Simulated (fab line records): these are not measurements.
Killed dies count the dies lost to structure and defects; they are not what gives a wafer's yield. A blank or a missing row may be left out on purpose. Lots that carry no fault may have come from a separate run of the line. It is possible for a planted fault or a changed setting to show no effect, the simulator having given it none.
fab line records    flow sky130    part 1 of 2: steps 1 to 29 of 43
record lots=5  wafers=15  last-day=50
route steps=708 shown CAPM@540 METAL3@555 VIA3@573
lots that met no fault: taken from a fault-free run of the same line
start-h: start of the lot's first displayed wafer, in hours after the record's first day    wait-h: how many hours have passed since the lot's step before this one    " as in the row above    L1.1+2: several wafers, shown together as one row    - no value present, or no start provided    * or withheld: withheld    < > ~ a bound
route shown NAME@n: a module of which the file shows steps, and the number in the route of the first    usual: mean and standard deviation over wafers with no fault    same: alike in all rows    chamber/n: place in a boat    sites: readings site by site    _std_site: how widely they spread, as a standard deviation    _edge_site: mean of outer sites minus mean of inner sites    radius-mm: for every site, how far away it sits from the centre of the wafer    mask NAME#n: copy n    behind: the last tool/chamber to shape the wafer    hold: reason for holding the lot/hours on hold/outcome of the hold    device: names the non-switching transistor (n, p or np)    end of line: tests run on the same wafers once the route is complete    for a step that has no rows: nothing shown but its recipe    killed: at the first sort, the dies lost to defects and structure; wafer yield is something else    map: a wafer's dies, x killed, . not, _ none there
set.NAME: the setting that was run; set.NAME@STEP: the one run at that earlier step    model.NAME: the simulator's own value behind a step, which no gauge read
a table for each step, a row for each wafer; lots at some steps of the route
services: a tool's chamber out of use, with start hour (start-h, from the record's first day; less than 0 if before it), hours out, and reason
## steps
# step SKY_CAPM_RS_MEAS_03
# recipe thk-meas-gauge=four-point-probe  reads=TiN_of_CAPM_SPUTTER_02
# usual CAPM_TIN_RS=6.91/0.076
lot.wafer  tool           chamber  start-h  wait-h  CAPM_TIN_RS[ohm/sq]
L080.2     film-metro-03  -        897.89   0.1     6.88
L080.5     "              -        "        "       6.86
L080.6     "              -        "        "       6.88
L090.2     film-metro-03  -        982.79   0.1     7.06
L090.4     "              -        "        "       7.00
L090.5     "              -        "        "       7.05
L093.2     film-metro-02  -        991.57   0.1     7.08
L093.4     "              -        "        "       7.07
L093.5     "              -        "        "       7.05
L094.2     film-metro-03  -        1006.20  0.1     6.91
L094.3     "              -        "        "       6.95
L094.5     "              -        "        "       6.92
L096.2     film-metro-03  -        1026.08  0.1     6.90
L096.3     "              -        "        "       6.85
L096.4     "              -        "        "       6.87
# step SKY_CAPM_THK_MEAS_04
# recipe thk-meas-gauge=xrf  reads=TiN_of_CAPM_SPUTTER_02
# usual CAPM_TIN_THK=199.9/2.3
lot.wafer  tool           chamber  start-h  wait-h  CAPM_TIN_THK[nm]
L080.2     film-metro-03  -        898.00   0.1     200.6
L080.5     "              -        "        "       202.2
L080.6     "              -        "        "       201.0
L090.2     film-metro-03  -        982.90   0.1     196.6
L090.4     "              -        "        "       197.8
L090.5     "              -        "        "       197.5
L093.2     film-metro-02  -        991.68   0.1     195.4
L093.4     "              -        "        "       195.2
L093.5     "              -        "        "       196.4
L094.2     film-metro-03  -        1006.31  0.1     200.7
L094.3     "              -        "        "       198.0
L094.5     "              -        "        "       200.3
L096.2     film-metro-03  -        1026.19  0.1     200.8
L096.3     "              -        "        "       201.4
L096.4     "              -        "        "       200.1
# step SKY_CAPM_DEHYDRATE_05
# recipe temp-c=200  time-s=60
lot.wafer   tool            chamber  start-h  wait-h
L080.2+5+6  litho-track-01  0        911.29   13.3
L090.2+4+5  litho-track-01  0        994.59   11.7
L093.2+4+5  litho-track-03  0        1002.60  10.9
L094.2+3+5  litho-track-01  0        1017.09  10.8
L096.2+3+4  litho-track-01  0        1037.44  11.2
# step SKY_CAPM_HMDS_06
# recipe prime-time-s=60  prime-temp-c=120
lot.wafer   tool            chamber  start-h  wait-h
L080.2+5+6  litho-track-01  0        911.44   0.1
L090.2+4+5  litho-track-01  0        994.74   0.1
L093.2+4+5  litho-track-03  0        1002.75  0.1
L094.2+3+5  litho-track-01  0        1017.24  0.1
L096.2+3+4  litho-track-01  0        1037.59  0.1
# step SKY_CAPM_COAT_07
# recipe resist=NOVOLAK  spin-rpm=3000  resist-thk-nm=1140
lot.wafer   tool            chamber  start-h  wait-h
L080.2+5+6  litho-track-01  0        911.59   0.1
L090.2+4+5  litho-track-01  0        994.89   0.1
L093.2+4+5  litho-track-03  0        1002.90  0.1
L094.2+3+5  litho-track-01  0        1017.39  0.1
L096.2+3+4  litho-track-01  0        1037.74  0.1
# step SKY_CAPM_SOFTBAKE_08
# recipe temp-c=90  time-s=60  resist=NOVOLAK
lot.wafer   tool            chamber  start-h  wait-h
L080.2+5+6  litho-track-01  0        911.74   0.1
L090.2+4+5  litho-track-01  0        995.04   0.1
L093.2+4+5  litho-track-03  0        1003.05  0.1
L094.2+3+5  litho-track-01  0        1017.54  0.1
L096.2+3+4  litho-track-01  0        1037.89  0.1
# step SKY_CAPM_EXPOSE_09
# recipe mask-id=CAPM  na=0.6  source-shape=conventional  sigma-outer=0.6  polarization=unpolarized  target-cd-nm=1000  dose-mj=159
lot.wafer   tool              chamber  start-h  wait-h  mask
L080.2+5+6  iline-stepper-02  0        -        -       CAPM#0
L090.2+4+5  iline-stepper-01  0        -        -       CAPM#0
L093.2+4+5  iline-stepper-01  0        -        -       CAPM#0
L094.2+3+5  iline-stepper-02  0        -        -       CAPM#0
L096.2+3+4  iline-stepper-01  0        -        -       CAPM#0
# step SKY_CAPM_PEB_10
# recipe temp-c=withheld  time-s=*  resist=NOVOLAK
lot.wafer   tool            chamber  start-h  wait-h
L080.2+5+6  litho-track-03  0        -        -
L090.2+4+5  litho-track-04  0        -        -
L093.2+4+5  litho-track-01  0        -        -
L094.2+3+5  litho-track-03  0        -        -
L096.2+3+4  litho-track-03  0        -        -
# step SKY_CAPM_DEVELOP_11
# recipe resist=NOVOLAK  developer=TMAH  develop-time-s=60  dev-temp-c=23
# same develop-time-s=60
lot.wafer   tool            chamber  start-h  wait-h
L080.2+5+6  litho-track-03  0        922.80   0.1
L090.2+4+5  litho-track-04  0        1007.08  0.1
L093.2+4+5  litho-track-01  0        1014.69  0.1
L094.2+3+5  litho-track-03  0        1029.30  0.1
L096.2+3+4  litho-track-03  0        1048.15  0.1
# step SKY_CAPM_OVL_MEAS_12
# usual CAPM_OVL=0.7/1.4
lot.wafer  tool        chamber  start-h  wait-h  CAPM_OVL[nm]
L080.2     overlay-01  -        922.93   0.1     3.0
L080.5     "           -        "        "       2.7
L080.6     "           -        "        "       1.3
L090.2     overlay-02  -        1007.21  0.1     0.6
L090.4     "           -        "        "       -0.7
L090.5     "           -        "        "       0.3
L093.2     overlay-02  -        1014.82  0.1     -1.1
L093.4     "           -        "        "       -0.9
L093.5     "           -        "        "       -2.6
L094.2     overlay-01  -        1029.43  0.1     1.8
L094.3     "           -        "        "       2.7
L094.5     "           -        "        "       3.1
L096.2     overlay-02  -        1048.28  0.1     1.5
L096.3     "           -        "        "       1.8
L096.4     "           -        "        "       1.7
# step SKY_CAPM_METAL_ETCH_13
# recipe target-depth-nm=220  stop-on=SiO2  chemistry=Cl2/BCl3  target=TiN  pressure-mtorr=10  icp-w=900  bias-w=48.5  Cl2_flow_sccm=60  bcl3-flow-sccm=30  time-s=62.9
# usual drypump-motor-current-A=5.6/0.48  oes-product-au=0.941/0.0074  throttle-valve-pct=21.902/0.0091
lot.wafer  tool          chamber  start-h  wait-h  drypump-motor-current-A  oes-product-au  rf-hours-counter-h  throttle-valve-pct
L080.2     rie-metal-03  0        922.96   0.0     6.0                      0.944           7                   21.892
L080.5     "             1        "        "       5.2                      0.946           -                   21.898
L080.6     "             0        "        "       6.0                      0.936           -                   21.904
L090.2     rie-metal-02  1        1007.24  0.0     5.1                      0.928           8                   21.887
L090.4     "             1        "        "       5.1                      0.936           -                   21.906
L090.5     "             0        "        "       5.7                      0.925           -                   21.892
L093.2     rie-metal-03  1        1014.85  0.0     5.2                      0.926           8                   21.897
L093.4     "             0        "        "       6.0                      0.928           -                   21.900
L093.5     "             1        "        "       5.2                      0.930           -                   21.911
L094.2     rie-metal-01  0        1029.46  0.0     6.3                      0.942           11                  21.907
L094.3     "             0        "        "       6.3                      0.928           -                   21.897
L094.5     "             0        "        "       6.3                      0.934           -                   21.907
L096.2     rie-metal-03  0        1048.31  0.0     6.0                      0.952           13                  21.919
L096.3     "             1        "        "       5.2                      0.953           -                   21.899
L096.4     "             0        "        "       6.0                      0.949           -                   21.896
# step SKY_CAPM_STRIP_14
# recipe chemistry=O2/N2  power-w=1400  pressure-mtorr=1500  platen-temp-c=withheld  o2-flow-sccm=3000  n2-flow-sccm=300  overash-fraction=0.5
# usual drypump-motor-current-A=5.9/0.52  n2-flow-sccm=299.9/0.86  oes-product-au=0.710/0.0047  strip-time-to-endpoint-s=12.67/0.051
lot.wafer  tool             chamber  start-h  wait-h  drypump-motor-current-A  n2-flow-sccm  oes-product-au  rf-hours-counter-h  strip-time-to-endpoint-s
L080.2     plasma-asher-02  0        923.03   0.1     6.4                      299.7         0.717           110                 12.66
L080.5     "                1        "        "       6.3                      299.1         0.716           -                   12.64
L080.6     "                0        "        "       6.4                      300.2         0.704           -                   12.66
L090.2     plasma-asher-03  1        1007.32  0.1     5.3                      300.5         0.713           85                  12.67
L090.4     "                0        "        "       5.8                      301.4         0.711           -                   12.60
L090.5     "                1        "        "       5.3                      301.3         0.707           -                   12.65
L093.2     plasma-asher-02  1        1014.93  0.1     6.3                      299.5         0.708           119                 12.57
L093.4     "                0        "        "       6.4                      298.8         0.711           -                   12.59
L093.5     "                1        "        "       6.3                      300.2         0.717           -                   12.60
L094.2     plasma-asher-02  0        1029.54  0.1     6.4                      299.9         0.712           120                 12.60
L094.3     "                0        "        "       6.4                      299.8         0.714           -                   12.60
L094.5     "                0        "        "       6.4                      300.3         0.711           -                   12.64
L096.2     plasma-asher-04  0        1048.39  0.1     6.3                      299.2         0.709           61                  12.69
L096.3     "                1        "        "       5.1                      300.5         0.710           -                   12.66
L096.4     "                0        "        "       6.3                      298.8         0.717           -                   12.68
# step SKY_CAPM_STRIP_15
# recipe chemistry=post-etch-residue-remover  time-s=1200  temp-c=72.5
# usual temp-c=72.50/0.11
lot.wafer  tool          chamber  start-h  wait-h  temp-c
L080.2     wet-bench-01  0        923.13   0.1     72.50
L080.5     "             0        "        "       72.45
L080.6     "             0        "        "       72.48
L090.2     wet-bench-02  2        1007.42  0.1     72.55
L090.4     "             2        "        "       72.46
L090.5     "             2        "        "       72.56
L093.2     wet-bench-03  3        1015.03  0.1     72.53
L093.4     "             3        "        "       72.51
L093.5     "             3        "        "       72.42
L094.2     wet-bench-01  2        1029.64  0.1     72.52
L094.3     "             2        "        "       72.27
L094.5     "             2        "        "       72.33
L096.2     wet-bench-02  0        1048.49  0.1     72.41
L096.3     "             0        "        "       72.37
L096.4     "             0        "        "       72.42
# step SKY_CAPM_CLEAN_16
# recipe chemistry=IPA  time-s=180  temp-c=25
# usual temp-c=24.97/0.11
lot.wafer  tool          chamber  start-h  wait-h  temp-c
L080.2     wet-bench-03  3        923.48   0.0     24.80
L080.5     "             3        "        "       24.99
L080.6     "             3        "        "       25.11
L090.2     wet-bench-03  3        1008.16  0.0     24.88
L090.4     "             3        "        "       24.98
L090.5     "             3        "        "       24.81
L093.2     wet-bench-02  3        1015.37  0.0     25.00
L093.4     "             3        "        "       25.08
L093.5     "             3        "        "       24.82
L094.2     wet-bench-03  2        1029.98  0.0     24.99
L094.3     "             2        "        "       24.99
L094.5     "             2        "        "       25.07
L096.2     wet-bench-03  1        1048.86  0.0     24.98
L096.3     "             1        "        "       25.06
L096.4     "             1        "        "       24.98
# step SKY_CAPM_CLEAN_17
# recipe chemistry=O3/DIW  dry=n2-spin
lot.wafer   tool          chamber  start-h  wait-h
L080.2+5+6  wet-bench-02  1        923.55   0.0
L090.2+4+5  wet-bench-02  2        1008.22  0.0
L093.2+4+5  wet-bench-01  0        1015.49  0.0
L094.2+3+5  wet-bench-01  3        1030.04  0.0
L096.2+3+4  wet-bench-01  3        1048.92  0.0
# step SKY_METAL3_DEHYDRATE_05
# recipe temp-c=200  time-s=60
lot.wafer   tool            chamber  start-h  wait-h
L080.2+5+6  litho-track-01  0        936.74   12.8
L090.2+4+5  litho-track-02  0        1019.03  10.6
L093.2+4+5  litho-track-01  0        1026.39  10.8
L094.2+3+5  litho-track-04  0        1040.78  10.6
L096.2+3+4  litho-track-01  0        1060.14  11.1
# step SKY_METAL3_HMDS_06
# recipe prime-time-s=60  prime-temp-c=120
lot.wafer   tool            chamber  start-h  wait-h
L080.2+5+6  litho-track-01  0        936.89   0.1
L090.2+4+5  litho-track-02  0        1019.18  0.1
L093.2+4+5  litho-track-01  0        1026.54  0.1
L094.2+3+5  litho-track-04  0        1040.93  0.1
L096.2+3+4  litho-track-01  0        1060.29  0.1
# step SKY_METAL3_COAT_07
# recipe resist=BARC  temp-c=withheld  time-s=withheld  spin-rpm=3000  resist-thk-nm=60
lot.wafer   tool            chamber  start-h  wait-h
L080.2+5+6  litho-track-01  0        937.04   0.1
L090.2+4+5  litho-track-02  0        1019.33  0.1
L093.2+4+5  litho-track-01  0        1026.69  0.1
L094.2+3+5  litho-track-04  0        1041.08  0.1
L096.2+3+4  litho-track-01  0        1060.44  0.1
# step SKY_METAL3_COAT_08
# recipe resist=KrF-thick  spin-rpm=3000  resist-thk-nm=1140
lot.wafer   tool            chamber  start-h  wait-h
L080.2+5+6  litho-track-01  0        -        -
L090.2+4+5  litho-track-02  0        -        -
L093.2+4+5  litho-track-01  0        -        -
L094.2+3+5  litho-track-04  0        -        -
L096.2+3+4  litho-track-01  0        -        -
# step SKY_METAL3_SOFTBAKE_09
# recipe temp-c=100  time-s=90  resist=KrF-thick
lot.wafer   tool            chamber  start-h  wait-h
L080.2+5+6  litho-track-01  0        -        -
L090.2+4+5  litho-track-02  0        -        -
L093.2+4+5  litho-track-01  0        -        -
L094.2+3+5  litho-track-04  0        -        -
L096.2+3+4  litho-track-01  0        -        -
# step SKY_METAL3_EXPOSE_10
# recipe mask-id=MM3  na=0.68  source-shape=annular  sigma-inner=0.4  sigma-outer=0.8  target-cd-nm=300  dose-mj=28
# same sigma-inner=0.4
lot.wafer   tool            chamber  start-h  wait-h  mask
L080.2+5+6  krf-scanner-02  0        -        -       MM3#0
L090.2+4+5  krf-scanner-02  0        -        -       MM3#0
L093.2+4+5  krf-scanner-02  0        -        -       MM3#0
L094.2+3+5  krf-scanner-02  0        -        -       MM3#0
L096.2+3+4  krf-scanner-02  0        -        -       MM3#0
# step SKY_METAL3_PEB_11
# recipe peb-temp-c=withheld  peb-time-s=withheld  resist=KrF-thick
lot.wafer   tool            chamber  start-h  wait-h
L080.2+5+6  litho-track-02  0        -        -
L090.2+4+5  litho-track-01  0        -        -
L093.2+4+5  litho-track-04  0        -        -
L094.2+3+5  litho-track-01  0        -        -
L096.2+3+4  litho-track-04  0        -        -
# step SKY_METAL3_DEVELOP_12
# recipe develop-time-s=60  resist=KrF-thick  dev-temp-c=21
# same develop-time-s=60
lot.wafer   tool            chamber  start-h  wait-h
L080.2+5+6  litho-track-02  0        -        -
L090.2+4+5  litho-track-01  0        -        -
L093.2+4+5  litho-track-04  0        -        -
L094.2+3+5  litho-track-01  0        -        -
L096.2+3+4  litho-track-04  0        -        -
# step SKY_METAL3_CD_MEAS_13
# recipe target-cd-nm=300
# usual cd-nm=299.8/1.5
lot.wafer  tool       chamber  start-h  wait-h  cd-nm
L080.2     cd-sem-01  -        949.02   -       300.6
L080.5     "          -        "        "       301.4
L080.6     "          -        "        "       300.9
L090.2     cd-sem-02  -        1032.03  -       300.3
L090.4     "          -        "        "       299.9
L090.5     "          -        "        "       298.4
L093.2     cd-sem-02  -        1038.68  -       296.5
L093.4     "          -        "        "       298.0
L093.5     "          -        "        "       299.5
L094.2     cd-sem-01  -        1052.18  -       298.4
L094.3     "          -        "        "       296.0
L094.5     "          -        "        "       298.1
L096.2     cd-sem-01  -        1071.23  -       303.2
L096.3     "          -        "        "       303.4
L096.4     "          -        "        "       301.0
# step SKY_METAL3_OVL_MEAS_14
# usual METAL3_OVL=2/4.3
lot.wafer  tool        chamber  start-h  wait-h  METAL3_OVL[nm]
L080.2     overlay-02  -        949.13   0.1     -4
L080.5     "           -        "        "       1
L080.6     "           -        "        "       -4
L090.2     overlay-01  -        1032.14  0.1     8
L090.4     "           -        "        "       12
L090.5     "           -        "        "       6
L093.2     overlay-02  -        1038.78  0.1     4
L093.4     "           -        "        "       7
L093.5     "           -        "        "       1
L094.2     overlay-02  -        1052.29  0.1     4
L094.3     "           -        "        "       -2
L094.5     "           -        "        "       -2
L096.2     overlay-02  -        1071.33  0.1     3
L096.3     "           -        "        "       0
L096.4     "           -        "        "       2
# step SKY_METAL3_DESCUM_15
# recipe chemistry=O2  source-power-w=150  bias-power-w=0  pressure-mtorr=10  temp-c=40  time-s=8
# usual drypump-motor-current-A=5.7/0.45  oes-product-au=1.000/0.0068  temp-c=40.02/0.11
lot.wafer  tool          chamber  start-h  wait-h  drypump-motor-current-A  oes-product-au  rf-hours-counter-h  temp-c
L080.2     rie-metal-04  0        949.16   0.0     6.0                      1.006           16                  40.20
L080.5     "             1        "        "       5.5                      1.001           -                   40.39
L080.6     "             0        "        "       6.0                      1.001           -                   40.14
L090.2     rie-metal-04  0        1032.17  0.0     6.0                      0.999           20                  40.13
L090.4     "             1        "        "       5.6                      1.009           -                   39.87
L090.5     "             1        "        "       5.5                      0.999           -                   40.03
L093.2     rie-metal-04  0        1038.81  0.0     6.0                      1.008           21                  40.00
L093.4     "             0        "        "       6.0                      1.008           -                   39.95
L093.5     "             0        "        "       6.0                      1.006           -                   40.03
L094.2     rie-metal-04  1        1052.33  0.0     5.5                      1.005           -                   40.18
L094.3     "             1        "        "       5.5                      1.004           -                   40.11
L094.5     "             1        "        "       5.5                      1.007           -                   40.02
L096.2     rie-metal-01  1        1071.36  0.0     5.2                      0.998           17                  40.10
L096.3     "             1        "        "       5.2                      1.000           -                   39.97
L096.4     "             0        "        "       6.3                      1.003           -                   40.05
# step SKY_METAL3_ETCH_16
# recipe chemistry=N2/H2  target=BARC  ion-energy-ev=200  bias-w=100  pressure-mtorr=30  n2-flow-sccm=100  h2-flow-sccm=200  icp-w=500  stop-on=SiO2  time-s=88.2  target-depth-a=600
# usual drypump-motor-current-A=5.7/0.45  n2-flow-sccm=99.95/0.3  oes-product-au=0.625/0.0039  throttle-valve-pct=13.206/0.0091
lot.wafer  tool          chamber  start-h  wait-h  drypump-motor-current-A  n2-flow-sccm  oes-product-au  rf-hours-counter-h  throttle-valve-pct
L080.2     rie-metal-04  0        949.19   0.0     6.0                      99.61         0.626           16                  13.194
L080.5     "             1        "        "       5.5                      100.09        0.623           -                   13.212
L080.6     "             0        "        "       6.0                      99.88         0.625           -                   13.191
L090.2     rie-metal-04  0        1032.20  0.0     6.1                      100.13        0.618           20                  13.215
L090.4     "             1        "        "       5.6                      99.83         0.621           -                   13.197
L090.5     "             1        "        "       5.6                      99.88         0.626           -                   13.208
L093.2     rie-metal-04  0        1038.84  0.0     6.0                      99.89         0.623           21                  13.192
L093.4     "             0        "        "       6.0                      100.00        0.623           -                   13.205
L093.5     "             0        "        "       6.0                      100.16        0.623           -                   13.220
L094.2     rie-metal-04  1        1052.42  0.1     5.6                      99.29         0.626           -                   13.209
L094.3     "             1        "        "       5.6                      99.70         0.621           -                   13.199
L094.5     "             1        "        "       5.6                      99.89         0.627           -                   13.205
L096.2     rie-metal-01  1        1071.39  0.0     5.2                      100.13        0.620           17                  13.205
L096.3     "             1        "        "       5.2                      100.14        0.624           -                   13.212
L096.4     "             0        "        "       6.3                      100.12        0.621           -                   13.207
# step SKY_METAL3_ETCH_17
# recipe target=SiO2  stop-on=TiN  chemistry=C4F8/O2/Ar  source-w=1500  bias-w=1200  pressure-mtorr=40  c4f8-flow-sccm=withheld  O2_flow_sccm=6  Ar_flow_sccm=300  time-s=3.9  target-depth-a=150
# usual oes-product-au=0.754/0.0078
lot.wafer  tool         chamber  start-h  wait-h  oes-product-au
L080.2     rie-diel-04  0        949.29   0.1     0.747
L080.5     "            1        "        "       0.760
L080.6     "            0        "        "       0.751
L090.2     rie-diel-03  1        1032.30  0.1     0.758
L090.4     "            3        "        "       0.760
L090.5     "            1        "        "       0.763
L093.2     rie-diel-04  0        1038.94  0.1     0.747
L093.4     "            2        "        "       0.749
L093.5     "            1        "        "       0.749
L094.2     rie-diel-02  3        1052.58  0.1     0.755
L094.3     "            0        "        "       0.767
L094.5     "            0        "        "       0.757
L096.2     rie-diel-04  3        1071.49  0.1     0.753
L096.3     "            0        "        "       0.763
L096.4     "            2        "        "       0.759
# step SKY_METAL3_METAL_ETCH_18
# recipe target-depth-a=8450  stop-on=SiO2  over-etch-frac=0.3  time-s=183.1  chemistry=Cl2/BCl3  resist-sidewall-deg=88  pressure-mtorr=10  icp-w=900  bias-w=48.5  Cl2_flow_sccm=60  bcl3-flow-sccm=30
# usual drypump-motor-current-A=5.7/0.43  oes-product-au=0.866/0.0059  throttle-valve-pct=22.263/0.0086
lot.wafer  tool          chamber  start-h  wait-h  drypump-motor-current-A  oes-product-au  rf-hours-counter-h  throttle-valve-pct
L080.2     rie-metal-01  1        949.31   0.0     5.2                      0.869           10                  22.273
L080.5     "             1        "        "       5.2                      0.875           -                   22.251
L080.6     "             0        "        "       6.3                      0.878           -                   22.266
L090.2     rie-metal-03  1        1032.32  0.0     5.2                      0.860           9                   22.242
L090.4     "             0        "        "       6.0                      0.864           -                   22.260
L090.5     "             0        "        "       6.0                      0.861           -                   22.273
L093.2     rie-metal-03  0        1038.96  0.0     6.0                      0.875           12                  22.266
L093.4     "             1        "        "       5.2                      0.859           -                   22.245
L093.5     "             1        "        "       5.1                      0.869           -                   22.259
L094.2     rie-metal-01  0        1052.60  0.0     6.3                      0.865           13                  22.269
L094.3     "             1        "        "       5.2                      0.869           -                   22.261
L094.5     "             0        "        "       6.4                      0.867           -                   22.256
L096.2     rie-metal-04  0        1071.51  0.0     6.0                      0.869           22                  22.260
L096.3     "             1        "        "       5.6                      0.874           -                   22.273
L096.4     "             0        "        "       6.0                      0.864           -                   22.261
